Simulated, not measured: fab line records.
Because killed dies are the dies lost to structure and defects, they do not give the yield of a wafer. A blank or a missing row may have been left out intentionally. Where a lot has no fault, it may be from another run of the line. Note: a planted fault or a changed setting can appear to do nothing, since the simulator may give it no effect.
Code-filled problem report in 8D (eight disciplines) form	flow sky130	the parts of the form that need people (team, actions taken, sign-off) are left out

== 1. PROBLEM STATEMENT ==
tilt_deg at SKY_LDD_N_IMPLANT_14 reads a mean of -0.000 degrees on 6 wafers of 2 lots; wafers without a fault read 29.998 degrees with a standard deviation of 0.021. That is -99 or more standard deviations from the usual mean.
First observed at day 24 00:02: wafer L161.3, on implanter-02. The record has a number at this step for 18 wafers belonging to 6 lots. By rule, "out" or "out of limits" means more than 4 standard deviations away from the usual mean. The other wafers with a number count as sound.

== 2. WHAT IT IS, WHAT IT ISN'T ==
question	is	is not
which readings at this step	tilt_deg	faraday_current_uA
which lots	L161, L164	L144, L147, L162, L163
which wafers of those lots	all that have a number	-
read on which tools	implanter-02	implanter-01, implanter-03
when	from day 24 00:02	up to then (6 sound wafers); but 6 sound wafers of L162, L163 came after

== 3. SUSPECTS, AND WHAT RULES EACH OUT ==
Counting: a tool stays on the suspect list if, at a process step up to the reading, it processed all lots that are out and no sound lot following the first of them.
- implanter-02 at SKY_LDD_N_IMPLANT_14: kept. It ran every lot that is out, first L161 (day 24 00:02), and no sound lot after that; its last sound lot up to then is L144 (day 17 17:41). Its own readings are out on those wafers: tilt_deg.
Remaining after the count: implanter-02 at SKY_LDD_N_IMPLANT_14.

== 4. THE CAUSE (what the simulator had put in) ==
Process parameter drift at SKY_LDD_N_IMPLANT_14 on implanter-02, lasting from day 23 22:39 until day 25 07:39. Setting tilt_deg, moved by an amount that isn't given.
Only this tool survived the counting.

== 5. SEQUENCE OF EFFECTS, ordered by route ==
One row per reading whose mean, taken over the struck wafers that have a number, lies over 3 standard deviations from the usual. Only readings for which the record gives a usual standard deviation are gone through. hours: the time from each lot's start at the first step in this table that gives one to its start at this step, as a median over the lots. sigmas: the change in usual standard deviations.
hours	step	reading	usual	on struck wafers	change	sigmas
0	SKY_LDD_N_IMPLANT_14	tilt_deg	29.998 degrees	-0.000	-29.998	-99 or more
The process steps in it:
- SKY_LDD_N_IMPLANT_14

== 6. HOW IT WOULD HAVE BEEN CAUGHT EARLIER ==
In this record the first reading out of limits was taken at day 24 00:02, 1 hour after the fault began at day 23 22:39.
